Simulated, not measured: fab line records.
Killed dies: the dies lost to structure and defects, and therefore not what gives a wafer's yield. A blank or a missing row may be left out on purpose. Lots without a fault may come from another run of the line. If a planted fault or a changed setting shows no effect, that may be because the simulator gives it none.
Matching of chambers | flow gf180mcu | GF_V3_CMP_26 on cmp-02 has 4 sister chambers
The step polishes, stops on SiO2, t overpolish 15 s, target thk 0 nm. 4 wafers are shown with their chamber, then 7 later ones without.

== WAFERS WITH THEIR CHAMBER ==
wafer  | chamber | time to endpoint s (s)
L081.2 | 1       | 91
L081.4 | 3       | 85
L089.1 | 0       | 83
L089.3 | 2       | 81

== WAFERS MISSING THEIR CHAMBER ==
wafer  | time to endpoint s (s)
L089.4 | 89
L097.1 | 83
L097.2 | 86
L097.3 | 89
L097.4 | 83
L097.5 | 82
L097.6 | 87

== WHICH CHAMBER EACH ONE RAN IN ==
wafer  | from the rows above          | in truth
L089.4 | can't be placed: 1 or 3      | 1
L097.1 | can't be placed: 0 or 2 or 3 | 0
L097.2 | can't be placed: 3 or 0      | 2
L097.3 | can't be placed: 1 or 3      | 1
L097.4 | can't be placed: 0 or 2 or 3 | 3
L097.5 | can't be placed: 0 or 2 or 3 | 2
L097.6 | can't be placed: 3 or 0 or 1 | 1
Placed correctly: 0 of 7. Not placeable from these rows: 7 (in 6, the candidates include the true chamber). 0 placed wrongly.
How it was worked out, from the rows above alone: a wafer's distance from a chamber is the root of the sum, over the readings, of the square of ((its reading less the chamber's mean) divided by the reading's scatter). The wafer belongs to the nearest chamber; if the next one is less than 2 further off, it can't be placed. For every chamber, the mean is computed from those of its wafers that are shown. The scatter: with one shown wafer a chamber, the root of the mean of the squares of how far each hidden wafer lies from its nearest shown one.
